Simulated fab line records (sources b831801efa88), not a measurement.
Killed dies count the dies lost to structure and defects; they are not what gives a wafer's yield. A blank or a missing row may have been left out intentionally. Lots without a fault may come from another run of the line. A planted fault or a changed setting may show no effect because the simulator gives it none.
fab line records    flow gf180mcu
record: lots: 13  wafers: 39  last_day: 34
route steps=602 shown VT_IMPLANT@125 NWELL@137 LVPWELL@138 HV_LDD@187
lots that met no fault: from a run of the same line without faults
start_h: start of the lot's first displayed wafer, in hours after the record's first day    wait_h: hours since the lot's step before    " repeats the value in the row above    L1.1+2: a row that stands for several wafers    - value missing, or start not given    * or withheld: withheld    < > ~ a bound
route shown NAME@n: a module of which the file shows steps, and the number in the route of the first    usual: mean and standard deviation over wafers with no fault    same: alike in all rows    chamber/n: place in a boat    sites: each site's reading    _std_site: the standard deviation of these    _edge_site: the outer-site mean with the inner-site mean subtracted    radius_mm: how far each site lies from the wafer's centre    mask NAME#n: copy n    behind: tool/chamber where the wafer was last shaped    hold: reason for holding the lot/hours on hold/outcome of the hold    device: transistor that didn't switch, given as n, p or np    end of line: tests run on the same wafers once the route is complete    where a step has no rows: the recipe by itself    killed: at the first sort, the dies lost to defects and structure; wafer yield is something else    map: the dies of a wafer, with x for killed, . for not killed, _ for no die there
set.NAME: the setting that was run; set.NAME@STEP: the one run at that earlier step    model.NAME: the simulator's own value behind a step, which no gauge read
steps of the route over a sample of lots; a table a step, a row a wafer
services: from which hour (start_h, from the record's first day; less than 0 if before it) a tool's chamber was out of use, for how many hours, and why
== steps ==
step: GF_VT_IMPLANT_COAT_35
recipe: resist: NOVOLAK  spin_rpm: 3000  resist_thk_nm: 1000
usual: exhaust_pa: 44.9/0.85  resist_line_temp_C: 23.00/0.11  spin_speed_rpm: 2999.5/2.6
lot.wafer  tool            chamber  start_h  wait_h  exhaust_pa  resist_line_temp_C  spin_speed_rpm
L542.1     litho_track-04  0        155.73   0.1     44.5        23.11               2998.8
L542.2     "               0        "        "       44.0        23.14               2999.8
L542.6     "               0        "        "       45.2        23.06               2999.0
L543.1     litho_track-01  0        163.37   0.1     45.2        22.99               2998.7
L543.2     "               0        "        "       44.9        22.74               3000.7
L543.5     "               0        "        "       44.5        22.78               3000.6
L545.1     litho_track-03  0        177.13   0.1     44.4        23.02               2999.4
L545.4     "               0        "        "       45.2        23.09               2996.8
L545.5     "               0        "        "       45.4        22.97               2997.3
L547.1     litho_track-03  0        186.78   0.1     45.3        22.82               2998.9
L547.3     "               0        "        "       43.0        22.98               2995.8
L547.5     "               0        "        "       46.2        22.82               2998.9
L549.2     litho_track-01  0        199.85   0.1     46.3        23.19               2996.2
L549.3     "               0        "        "       44.3        23.18               3001.2
L549.4     "               0        "        "       46.6        23.11               3002.1
L550.2     litho_track-03  0        208.20   0.1     45.6        22.89               2995.5
L550.4     "               0        "        "       44.8        23.05               3000.5
L550.6     "               0        "        "       44.3        22.99               2994.5
L551.2     litho_track-04  0        215.51   0.1     46.1        22.91               3005.4
L551.5     "               0        "        "       44.7        23.01               2999.0
L551.6     "               0        "        "       44.4        22.85               2999.5
L555.1     litho_track-03  0        240.73   0.1     45.1        22.96               3007.1
L555.2     "               0        "        "       46.4        23.05               3007.5
L555.5     "               0        "        "       46.3        22.91               3002.1
L558.1     litho_track-03  0        261.28   0.1     43.9        23.22               3083.5
L558.3     "               0        "        "       44.1        23.16               3090.4
L558.4     "               0        "        "       45.4        23.14               3089.0
L559.1     litho_track-03  0        265.93   0.1     45.8        23.19               3087.8
L559.2     "               0        "        "       45.7        23.21               3090.3
L559.5     "               0        "        "       45.0        23.20               3086.5
L560.1     litho_track-01  0        273.27   0.1     43.7        22.91               2998.4
L560.3     "               0        "        "       44.6        22.84               2996.0
L560.4     "               0        "        "       43.8        22.88               3001.8
L561.1     litho_track-04  0        283.73   0.1     43.8        22.94               2998.2
L561.2     "               0        "        "       44.7        22.76               3002.7
L561.6     "               0        "        "       44.5        22.82               3004.7
L564.1     litho_track-01  0        298.77   0.1     45.4        23.04               2998.7
L564.3     "               0        "        "       44.5        23.01               2999.2
L564.6     "               0        "        "       45.0        23.07               2999.0
step: GF_VT_IMPLANT_STRIP_42
recipe: chemistry: O2/N2  power_w: 1400  pressure_mtorr: 1500  platen_temp_c: 250  o2_flow_sccm: 3000  n2_flow_sccm: 300  overash_fraction: 0.5
usual: drypump_motor_current_A: 5.81/0.26  heater_power_w: 308/39  oes_product_au: 0.715/0.005  strip_time_to_endpoint_s: 12.62/0.037
lot.wafer  tool             chamber  start_h  wait_h  drypump_motor_current_A  heater_power_w  oes_product_au  rf_hours_counter_h  strip_time_to_endpoint_s
L542.1     plasma_asher-04  1        164.16   0.1     5.70                     312             0.717           53                  12.59
L542.2     "                0        "        "       6.25                     240             0.709           53                  12.64
L542.6     "                1        "        "       5.70                     328             0.720           -                   12.60
L543.1     plasma_asher-04  1        171.61   0.1     5.71                     325             0.721           54                  12.60
L543.2     "                0        "        "       6.24                     239             0.713           54                  12.59
L543.5     "                1        "        "       5.70                     317             0.716           -                   12.64
L545.1     plasma_asher-04  1        185.61   0.1     5.77                     330             0.719           55                  12.69
L545.4     "                0        "        "       6.24                     244             0.713           -                   12.64
L545.5     "                0        "        "       6.25                     247             0.717           -                   12.71
L547.1     plasma_asher-01  0        195.36   0.1     5.88                     317             0.726           39                  12.64
L547.3     "                0        "        "       5.93                     316             0.709           -                   12.64
L547.5     "                1        "        "       5.54                     365             0.711           -                   12.66
L549.2     plasma_asher-02  0        209.02   0.1     5.57                     318             0.714           56                  12.61
L549.3     "                0        "        "       5.59                     304             0.720           -                   12.63
L549.4     "                1        "        "       5.60                     308             0.712           -                   12.59
L550.2     plasma_asher-04  1        216.27   0.1     5.68                     320             0.711           59                  12.62
L550.4     "                1        "        "       5.71                     316             0.716           -                   12.63
L550.6     "                1        "        "       5.69                     321             0.718           -                   12.65
L551.2     plasma_asher-04  1        224.96   0.1     5.69                     318             0.714           59                  12.61
L551.5     "                1        "        "       5.69                     328             0.706           -                   12.63
L551.6     "                0        "        "       6.21                     246             0.714           -                   12.63
L555.1     plasma_asher-01  1        250.41   0.1     5.57                     372             0.723           45                  12.65
L555.2     "                0        "        "       5.91                     326             0.712           45                  12.64
L555.5     "                0        "        "       5.88                     322             0.720           -                   12.62
L558.1     plasma_asher-02  1        271.61   0.1     5.59                     309             0.719           63                  12.47
L558.3     "                0        "        "       5.57                     317             0.720           -                   12.50
L558.4     "                1        "        "       5.64                     307             0.721           -                   12.44
L559.1     plasma_asher-04  1        275.56   0.1     5.73                     322             0.709           66                  12.45
L559.2     "                0        "        "       6.24                     249             0.719           66                  12.47
L559.5     "                0        "        "       6.27                     243             0.708           -                   12.41
L560.1     plasma_asher-04  1        282.76   0.1     5.72                     316             0.711           67                  12.66
L560.3     "                0        "        "       6.23                     238             0.714           -                   12.67
L560.4     "                1        "        "       5.69                     323             0.712           -                   12.66
L561.1     plasma_asher-01  0        294.16   0.1     5.90                     319             0.716           50                  12.55
L561.2     "                1        "        "       5.56                     373             0.711           50                  12.56
L561.6     "                0        "        "       5.87                     318             0.721           -                   12.59
L564.1     plasma_asher-04  1        309.66   0.1     5.72                     311             0.719           69                  12.56
L564.3     "                1        "        "       5.73                     335             0.721           -                   12.61
L564.6     "                1        "        "       5.70                     313             0.720           -                   12.65
step: GF_VT_IMPLANT_RS_MEAS_47
recipe: thk_meas_gauge: four-point-probe
usual: NWELL_RS: 487.7/1.3
lot.wafer  tool           chamber  start_h  wait_h  NWELL_RS[ohm/sq]
L542.1     film_metro-03  -        164.59   0.1     487.3
L542.2     "              -        "        "       487.1
L542.6     "              -        "        "       486.4
L543.1     film_metro-03  -        172.05   0.1     486.3
L543.2     "              -        "        "       488.4
L543.5     "              -        "        "       490.2
L545.1     film_metro-03  -        186.04   0.1     487.3
L545.4     "              -        "        "       486.9
L545.5     "              -        "        "       486.6
L547.1     film_metro-03  -        195.79   0.1     487.8
L547.3     "              -        "        "       488.2
L547.5     "              -        "        "       488.5
L549.2     film_metro-01  -        209.47   0.1     486.6
L549.3     "              -        "        "       487.5
L549.4     "              -        "        "       488.1
L550.2     film_metro-03  -        216.73   0.1     486.5
L550.4     "              -        "        "       487.6
L550.6     "              -        "        "       484.9
L551.2     film_metro-03  -        225.42   0.1     489.1
L551.5     "              -        "        "       490.4
L551.6     "              -        "        "       488.2
L555.1     film_metro-01  -        250.85   0.1     490.4
L555.2     "              -        "        "       489.4
L555.5     "              -        "        "       490.3
L558.1     film_metro-04  -        272.04   0.1     487.2
L558.3     "              -        "        "       486.8
L558.4     "              -        "        "       487.1
L559.1     film_metro-04  -        276.00   0.1     488.6
L559.2     "              -        "        "       486.9
L559.5     "              -        "        "       485.9
L560.1     film_metro-04  -        283.20   0.1     489.7
L560.3     "              -        "        "       487.6
L560.4     "              -        "        "       489.9
L561.1     film_metro-03  -        294.59   0.1     488.0
L561.2     "              -        "        "       487.9
L561.6     "              -        "        "       487.9
L564.1     film_metro-03  -        310.12   0.1     490.5
L564.3     "              -        "        "       490.8
L564.6     "              -        "        "       490.5
step: GF_VT_IMPLANT_RS_MEAS_48
recipe: thk_meas_gauge: four-point-probe
usual: LVPWELL_RS: 1196/3.1
lot.wafer  tool           chamber  start_h  wait_h  LVPWELL_RS[ohm/sq]
L542.1     film_metro-03  -        164.71   0.1     1193
L542.2     "              -        "        "       1197
L542.6     "              -        "        "       1196
L543.1     film_metro-03  -        172.17   0.1     1195
L543.2     "              -        "        "       1196
L543.5     "              -        "        "       1192
L545.1     film_metro-03  -        186.16   0.1     1193
L545.4     "              -        "        "       1191
L545.5     "              -        "        "       1190
L547.1     film_metro-03  -        195.91   0.1     1200
L547.3     "              -        "        "       1195
L547.5     "              -        "        "       1197
L549.2     film_metro-01  -        209.59   0.1     1196
L549.3     "              -        "        "       1197
L549.4     "              -        "        "       1195
L550.2     film_metro-03  -        216.85   0.1     1195
L550.4     "              -        "        "       1198
L550.6     "              -        "        "       1194
L551.2     film_metro-03  -        225.54   0.1     1194
L551.5     "              -        "        "       1198
L551.6     "              -        "        "       1197
L555.1     film_metro-01  -        250.97   0.1     1190
L555.2     "              -        "        "       1191
L555.5     "              -        "        "       1191
L558.1     film_metro-04  -        272.16   0.1     1195
L558.3     "              -        "        "       1196
L558.4     "              -        "        "       1195
L559.1     film_metro-04  -        276.12   0.1     1197
L559.2     "              -        "        "       1198
L559.5     "              -        "        "       1198
L560.1     film_metro-04  -        283.32   0.1     1194
L560.3     "              -        "        "       1195
L560.4     "              -        "        "       1196
L561.1     film_metro-03  -        294.71   0.1     1196
L561.2     "              -        "        "       1196
L561.6     "              -        "        "       1196
L564.1     film_metro-03  -        310.24   0.1     1195
L564.3     "              -        "        "       1193
L564.6     "              -        "        "       1193
step: GF_HV_LDD_TW_MEAS_11
usual: HV_LDD_TW: 2413/33
lot.wafer  tool           chamber  start_h  wait_h  HV_LDD_TW
L542.1     film_metro-01  -        224.14   0.1     2372
L542.2     "              -        "        "       2380
L542.6     "              -        "        "       2385
L543.1     film_metro-01  -        231.34   0.1     2385
L543.2     "              -        "        "       2387
L543.5     "              -        "        "       2392
L545.1     film_metro-03  -        247.43   0.1     2447
L545.4     "              -        "        "       2444
L545.5     "              -        "        "       2444
L547.1     film_metro-01  -        257.28   0.1     2382
L547.3     "              -        "        "       2390
L547.5     "              -        "        "       2401
L549.2     film_metro-03  -        270.50   0.1     2435
L549.3     "              -        "        "       2427
L549.4     "              -        "        "       2450
L550.2     film_metro-01  -        282.45   0.1     2382
L550.4     "              -        "        "       2381
L550.6     "              -        "        "       2401
L551.2     film_metro-01  -        290.69   0.1     2389
L551.5     "              -        "        "       2377
L551.6     "              -        "        "       2381
L555.1     film_metro-01  -        319.08   0.1     2392
L555.2     "              -        "        "       2369
L555.5     "              -        "        "       2366
L558.1     film_metro-03  -        342.83   0.1     2462
L558.3     "              -        "        "       2460
L558.4     "              -        "        "       2459
L559.1     film_metro-01  -        350.29   0.1     2394
L559.2     "              -        "        "       2382
L559.5     "              -        "        "       2391
L560.1     film_metro-01  -        355.29   0.1     2391
L560.3     "              -        "        "       2380
L560.4     "              -        "        "       2398
L561.1     film_metro-03  -        372.04   0.1     2450
L561.2     "              -        "        "       2452
L561.6     "              -        "        "       2448
L564.1     film_metro-03  -        387.18   0.1     2457
L564.3     "              -        "        "       2467
L564.6     "              -        "        "       2469
== services ==
tool             chamber  start_h  hours  kind
plasma_asher-04  -        156.39   1.5    repair
plasma_asher-02  -        220.73   1.0    repair
plasma_asher-01  -        255.45   1.1    repair
plasma_asher-01  -        256.44   1.5    repair
plasma_asher-02  -        273.97   5.0    repair
plasma_asher-04  -        303.38   2.0    repair
== key ==
first_sign: step: GF_VT_IMPLANT_COAT_35  reading: spin_speed_rpm  direction: up  sigmas: 34  usual: *  struck: *
effect: step: GF_VT_IMPLANT_STRIP_42  reading: strip_time_to_endpoint_s  direction: down  sigmas: 4.3  usual: *  struck: *
met_at GF_VT_IMPLANT_COAT_35
struck_lots L558,L559
tester_left_out L558,L559
not_acting_at GF_VT_IMPLANT_RS_MEAS_47,GF_VT_IMPLANT_RS_MEAS_48,GF_HV_LDD_TW_MEAS_11
onset_between 240.73 261.28
fault: kind: process_parameter_drift  tool: litho_track-03  chamber: -  onset_h: 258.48  steps: GF_VT_IMPLANT_COAT_35  channel: spin_rpm  offset: *  shape: step  end_h: 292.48  acts_in: *  stated: *
tester_left_out: of these lots the tester's yield and bins aren't shown, on N5 and GAA mostly nor the transistor test; their killed dies are dies lost to structure and defects alone, not to doping, threshold or leakage, so they don't give the yield
